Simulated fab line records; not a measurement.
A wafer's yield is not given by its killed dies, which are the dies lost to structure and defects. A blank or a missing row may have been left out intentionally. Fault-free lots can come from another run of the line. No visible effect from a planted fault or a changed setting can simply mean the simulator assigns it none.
What tool caused it? + flow sky130 + route of 708 steps, sampled at 1 step: 6 lots, 18 wafers

WHAT THE GAUGES SHOWED, per wafer
SKY_SONOS_TUNNEL_TW_MEAS_12.
| lot  | measured     | on           | SONOS_TUNNEL_TW   |
|------|--------------|--------------|-------------------|
| L672 | day 12 05:29 | filmMetro-02 | 195.3 195.5 195.1 |
| L676 | day 14 02:20 | filmMetro-01 | 198.5 198.4 199.4 |
| L679 | day 14 12:26 | filmMetro-01 | 199.2 198.7 198.7 |
| L681 | day 15 12:11 | filmMetro-04 | 196.7 197.6 197.9 |
| L690 | day 18 12:08 | filmMetro-02 | 197.5 196.9 198.2 |
| L692 | day 19 02:25 | filmMetro-02 | 197.3 197.1 196.1 |

EACH LOT AND THE TOOL THAT RAN IT (in order: tool; ch and the chambers of the sampled wafers; start)
The record holds no process step before these readings.

THE ANSWER, worked out from the rows above alone
Rule: usual is defined by the lots themselves. The widest of any qualifying gaps counts: lots, ordered by their means at a reading, are off when they make up no more than a third of the lots, leave a main group of 4 or more, and stand apart from it by 3 or more times the standard deviation of that group's means. A main group is skipped when, at the precision printed for the reading in the tables above, its means are all equal. A lot without any number at a reading at which 4 lots or more have one is off too. All remaining lots with rows at the step are treated as sound.
No lot is off on any of the readings shown, so nothing can be concluded from this.

WHAT THE SIMULATOR HAD INSERTED
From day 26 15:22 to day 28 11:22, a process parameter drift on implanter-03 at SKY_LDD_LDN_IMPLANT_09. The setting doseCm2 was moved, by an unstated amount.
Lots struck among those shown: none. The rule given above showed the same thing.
